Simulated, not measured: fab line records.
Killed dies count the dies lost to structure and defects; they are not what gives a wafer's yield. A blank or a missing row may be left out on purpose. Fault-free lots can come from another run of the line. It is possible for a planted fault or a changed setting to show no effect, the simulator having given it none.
Comparing a struck lot with a sound one :: flow sky130 :: 43 steps out of a route of 708
Sound: the wafers L784.1, L784.2, L784.5. The struck wafers were L801.3, L801.4, L801.5. Last of all comes the cause.
Order at every step that has rows: each side's tool, ch and its chambers, its first start. Under that, the readings that differ: sound wafers :: struck wafers :: difference of the means :: sigmas: that difference in standard deviations of wafers without a fault.
alike: readings whose means differ by less than 2 such deviations, and words and numbers that are the same on both sides. not compared: withheld readings, readings that some wafer has no value for, bounds like >300 that may hide the same value, and numbers for which the record gives no deviation and whose values overlap.
Wherever a step has rows on one side only, a row that says differs or no value, or a row with sigmas, the two part there. Non-overlapping numbers with no deviation appear without sigmas and do not part them. A reading missing from all wafers of one side parts the sides only when that side holds two or more wafers.

first, 1 step without rows for these wafers: SKY_LDD_HVP_IMPLANT_08.
SKY_LDD_HVP_STRIP_09: strips in O2/N2.
  sound on plasma_asher-04 ch 0,1, day 21 23:02; struck on plasma_asher-03 ch 0,1, day 28 01:23
  alike: drypump_motor_current_A, oes_product_au, strip_time_to_endpoint_s
  not compared: rf_hours_counter_h
SKY_LDD_HVP_TW_MEAS_10:
  sound on film_metro-02 at day 21 23:08; struck on film_metro-01 at day 28 01:28
  alike: LDD_HVP_TW
then, 7 steps without rows for these wafers: SKY_LDD_LDN_DEHYDRATE_00 (time 60 s); SKY_LDD_LDN_HMDS_01 (prime time 60 s); SKY_LDD_LDN_COAT_02 (resist thk 1140 nm); SKY_LDD_LDN_SOFTBAKE_03 (time 60 s); SKY_LDD_LDN_EXPOSE_04 (exposes mask LDNTM, target cd 700 nm); SKY_LDD_LDN_PEB_05; SKY_LDD_LDN_DEVELOP_06 (develop time 60 s).
SKY_LDD_LDN_OVL_MEAS_07:
  sound on overlay-02 at day 23 05:10; struck on overlay-02 at day 29 06:31
  alike: LDD_LDN_OVL
after that, 1 step had no rows for these wafers: SKY_LDD_LDN_IMPLANT_08.
SKY_LDD_LDN_IMPLANT_09:
  sound on implanter-02 ch 0, day 23 05:22; struck on implanter-04 ch 0, day 29 06:44
  alike: beam_energy_keV
then, 2 steps without rows for these wafers: SKY_LDD_LDN_IMPLANT_10; SKY_LDD_LDN_IMPLANT_11.
SKY_LDD_LDN_STRIP_12: strips in O2/N2.
  sound on plasma_asher-02 ch 0,1, day 23 05:49; struck on plasma_asher-03 ch 0,1, day 29 07:11
  alike: drypump_motor_current_A, oes_product_au, strip_time_to_endpoint_s
  not compared: rf_hours_counter_h
SKY_LDD_LDN_TW_MEAS_13:
  sound on film_metro-01 at day 23 05:55; struck on film_metro-04 at day 29 07:16
  alike: LDD_LDN_TW
then, 2 steps without rows for these wafers: SKY_LDD_LDN_CLEAN_14 (cleans in SC1/SC2, time 150 s); SKY_SPACER_CVD_00 (deposits Si3N4 from DCS/NH3, target thk 43.1 nm, time 740 s).
SKY_SPACER_THK_MEAS_01:
  sound on film_metro-04 at day 23 07:14; struck on film_metro-03 at day 29 08:43
  alike: SPACER_CVD_00_THK
then, 9 steps without rows for these wafers: SKY_SPACER_ETCHBACK_02 (etches Si3N4 in CH3F/O2, stops on SiO2, time 46.7 s, target depth 45 nm); SKY_POLY_CUT_DEHYDRATE_00 (time 60 s); SKY_POLY_CUT_HMDS_01 (prime time 60 s); SKY_POLY_CUT_COAT_02 (resist thk 60 nm); SKY_POLY_CUT_COAT_03 (resist thk 450 nm); SKY_POLY_CUT_SOFTBAKE_04 (time 90 s); SKY_POLY_CUT_EXPOSE_05 (exposes mask NPCM, target cd 270 nm); SKY_POLY_CUT_PEB_06; SKY_POLY_CUT_DEVELOP_07 (develop time 60 s).
SKY_POLY_CUT_CD_MEAS_08: target cd 270 nm.
  sound on cd_sem-02 at day 24 13:25; struck on cd_sem-01 at day 30 12:49
  alike: cd_nm
SKY_POLY_CUT_OVL_MEAS_09:
  sound on overlay-01 at day 24 13:32; struck on overlay-01 at day 30 12:55
  alike: POLY_CUT_OVL
SKY_POLY_CUT_ETCH_10: etches BARC in N2/H2, stops on SiO2, time 45.9 s, target depth 60 nm.
  sound on rie_diel-03 ch 0,2,3, day 24 13:34; struck on rie_diel-03 ch 0,1,3, day 30 12:56
  alike: drypump_motor_current_A, oes_product_au, throttle_valve_pct
  not compared: rf_hours_counter_h
SKY_POLY_CUT_ETCH_11: etches Si3N4 in CF4/CH2F2/Ar, stops on poly-Si, time 42.5 s, target depth 60 nm.
  sound on rie_diel-03 ch 0,2,3, day 24 13:37; struck on rie_diel-03 ch 0,1,3, day 30 12:59
  alike: drypump_motor_current_A, oes_product_au, throttle_valve_pct
  not compared: rf_hours_counter_h
SKY_POLY_CUT_STRIP_12: strips in O2/N2.
  sound on plasma_asher-01 ch 0,1, day 24 13:39; struck on plasma_asher-02 ch 0,1, day 30 13:03
  alike: drypump_motor_current_A, oes_product_au, strip_time_to_endpoint_s
  not compared: rf_hours_counter_h
then, 7 steps without rows for these wafers: SKY_SD_P_DEHYDRATE_00 (time 60 s); SKY_SD_P_HMDS_01 (prime time 60 s); SKY_SD_P_COAT_02 (resist thk 1140 nm); SKY_SD_P_SOFTBAKE_03 (time 60 s); SKY_SD_P_EXPOSE_04 (exposes mask PSDM, target cd 380 nm); SKY_SD_P_PEB_05; SKY_SD_P_DEVELOP_06 (develop time 60 s).
SKY_SD_P_CD_MEAS_07: target cd 380 nm.
  sound on cd_sem-02 at day 25 19:49; struck on cd_sem-01 at day 31 16:37
  alike: cd_nm
-- record jumps: 18 days separate the struck wafers' starts on either side; left off in module SD_P, taken up again in module PAD_OPEN, whose first shown step is the route's number 708 --
SKY_PAD_OPEN_PROBE_99:
  sound on prober-02 at day 46 03:51; struck on prober-01 at day 49 23:56
reading: model.etest.tip_sonos.rs_ohm_sq_range
sound: 48 42.62 48.73
struck: 66.35 90.35 87.13
difference: +34.83
sigmas: 
  alike: killed_at_M0_to_M3, killed_at_M4_up, killed_at_contacts, killed_at_front_end, killed_at_other, killed_dies, killed_open, killed_short

== WHERE THEY PART ==
Nowhere in this record.

WHY: the cause the simulator had injected
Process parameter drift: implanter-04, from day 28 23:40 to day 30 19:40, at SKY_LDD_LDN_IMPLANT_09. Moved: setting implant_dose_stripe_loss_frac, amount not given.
